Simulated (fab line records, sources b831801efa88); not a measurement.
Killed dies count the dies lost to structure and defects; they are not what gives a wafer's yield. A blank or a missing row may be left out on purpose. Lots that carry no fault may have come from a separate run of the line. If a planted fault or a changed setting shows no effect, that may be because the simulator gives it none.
One fault through the eyes of 2 desks    flow gf180mcu    every desk sees just its own numbers, and what lay behind them comes last

AT THE METROLOGY DESK
Lot by lot, what the gauges showed, no matter which tool ran the lot: averages of those sampled wafers that carry a number. The brackets show how far a lot's mean lies from the usual mean; more than 4 standard deviations puts the lot out of limits, marked OUT.
Columns: A = POLY_GATE_OVL at GF_POLY_GATE_OVL_MEAS_11, usual 1 nm; B = SAB_OVL at GF_SAB_OVL_MEAS_10, usual -1.1 nm
lot   first seen here  A   B
L537  day 9 11:13      3   -0.9
L538  day 9 16:38      0   -1.2
L540  day 10 09:48     7   -0.2
L541  day 10 17:41     8   -0.6
L542  day 11 06:17     2   -1.6
L543  day 11 07:58     1   -2.9
L544  day 11 18:35     -2  -3.0
L545  day 12 07:28     0   -1.3
L546  day 12 07:42     0   -1.1
L547  day 12 11:47     2   -0.1
L555  day 14 23:53     -5  1.9
L556  day 15 05:49     5   -1.0
L557  day 15 11:37     -4  -2.6
L559  day 16 08:20     0   -1.1
Result from this desk: across the 14 lots, nothing is out of limits.

DESK OF THE TOOL OWNER: furnace-01
The tool's own readings at GF_DUAL_GATE_OXIDATION_15 (stabilise 600 s, purge 300 s, target thk 7.098 nm): means of the sampled wafers that have a number, for each lot that ran on this tool. The brackets show how far a lot's mean lies from the usual mean; more than 4 standard deviations puts the lot out of limits, marked OUT.
Columns: A = spike tc centre C at GF_DUAL_GATE_OXIDATION_15, usual 850.5 C; B = spike tc upper C at GF_DUAL_GATE_OXIDATION_15, usual 849.3 C; C = zone power top pct at GF_DUAL_GATE_OXIDATION_15, usual 35.9 %; D = zone power upper pct at GF_DUAL_GATE_OXIDATION_15, usual 16 %
lot   first seen here  A      B                C               D
L537  day 8 14:38      849.9  847.8            35.9            13
L543  day 10 10:33     850.3  847.8            36.2            13
L546  day 11 09:30     850.6  848.6            36.5            13
L547  day 11 13:23     851.2  847.5            36.3            13
L555  day 13 23:34     853.8  812.7 (-24) OUT  44.7 (+15) OUT  3
L556  day 14 06:40     854.0  813.6 (-24) OUT  44.6 (+15) OUT  3
This desk finds L555, L556 out of limits, L555 being first, at day 13 23:34 (spike tc upper C at GF_DUAL_GATE_OXIDATION_15). L537, L543, L546, L547 stayed within limits.

BROUGHT TOGETHER
On L555, L556, at day 13 23:34, an alarm was possible from the tool owner's desk.
At the metrology desk, nothing out of limits was observed.
The metrology desk holds a record of L555, L556, inside its limits.
All the named lots went through GF_DUAL_GATE_OXIDATION_15 on furnace-01.

WHAT WAS PUT IN BY THE SIMULATOR
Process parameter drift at GF_DUAL_GATE_OXIDATION_15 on furnace-01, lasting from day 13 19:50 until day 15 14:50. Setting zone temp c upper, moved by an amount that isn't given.
Shown lots that were struck: L555, L556.
Each desk's first reading out of limits, in hours after the fault started: the tool owner's desk, 4.
